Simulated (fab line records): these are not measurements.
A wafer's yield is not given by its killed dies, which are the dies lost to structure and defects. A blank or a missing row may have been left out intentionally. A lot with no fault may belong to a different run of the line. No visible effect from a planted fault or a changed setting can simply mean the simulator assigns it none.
A struck lot beside a sound one    flow gf180mcu    14 out of 602 route steps
Sound: the wafers L656.1, L656.2, L656.5. The struck wafers were L654.3, L654.4, L654.5. Last of all comes the cause.
At each step with rows: each side's tool, then ch and its chambers, then its first start. Under that, the readings that differ: sound wafers    struck wafers    difference of the means    sigmas: that difference in standard deviations of wafers without a fault.
alike: readings whose means differ by less than 2 such deviations, and words and numbers that are the same on both sides. not compared: withheld readings, readings that some wafer has no value for, bounds like >300 that may hide the same value, and numbers for which the record gives no deviation and whose values overlap.
A row with sigmas, a row that says differs or no value, or rows on one side alone: a step with any of these is where the two part. When numbers do not overlap yet have no deviation, they are printed without sigmas and do not part them. Lack of a reading on every wafer of one side parts them only where that side has two or more wafers.

GF_V4_THK_MEAS_01:
  sound: film metro-04 at day 29 21:55; struck: film metro-03 at day 29 17:41
  alike: V4_CVD_00_THK
GF_V4_CVD_02: deposits SiO2 from TEOS, target thk 850 nm, time 94.851 s.
  sound on pecvd-03 ch 0,1,2, day 29 21:58; struck on pecvd-04 ch 0,1, day 29 17:43
  alike: heater power w
GF_V4_THK_MEAS_03:
  sound: film metro-01 at day 29 22:02; struck: film metro-01 at day 29 17:49
  alike: V4_CVD_02_THK
GF_V4_CMP_04: polishes SiO2.
  sound on cmp-01 ch 0,3, day 29 22:14; struck on cmp-02 ch 0,1,3, day 29 17:51
  alike: motor current A, slurry filter dp kPa, time to endpoint s
GF_V4_BOW_MEAS_05:
  sound: film metro-01 at day 29 22:32; struck: film metro-04 at day 29 18:11
  alike: V4_BOW
then, 7 steps without rows for these wafers: GF_V4_DEHYDRATE_06 (time 60 s); GF_V4_HMDS_07 (prime time 60 s); GF_V4_COAT_08; GF_V4_COAT_09 (resist thk 1000 nm); GF_V4_SOFTBAKE_10 (time 60 s); GF_V4_EXPOSE_11 (exposes mask Via4, target cd 260 nm); GF_V4_PEB_12 (peb time 90 s).
GF_V4_DEVELOP_13: develop time 60 s.
  struck on litho track-01, day 30 12:59; sound on litho track-02 ch 0, day 30 16:16
  no value came back on the struck wafers for chill plate temp C (C), develop time s (s), exhaust pa (Pa), resist line temp C (C); on the sound wafers chill plate temp C (C) reads 23.14 22.96 22.98
reading                              sound            struck             difference  sigmas
model.KrF_of_V4_COAT_09.thk nm (nm)  989.3 989 989.3  996.4 998.5 996.3  +7.9        
GF_V4_CD_MEAS_14: the cd target is 260 nm.
  sound: cd sem-01 at day 30 16:25; struck: cd sem-02 at day 30 13:07
reading     sound              struck  difference                     sigmas
cd nm (nm)  260.2 260.8 259.7  - - -   no value on the struck wafers  

== WHERE THEY PART ==
Earliest at GF_V4_DEVELOP_13; latest, in this record, at GF_V4_CD_MEAS_14.

WHY: what the simulator had put in
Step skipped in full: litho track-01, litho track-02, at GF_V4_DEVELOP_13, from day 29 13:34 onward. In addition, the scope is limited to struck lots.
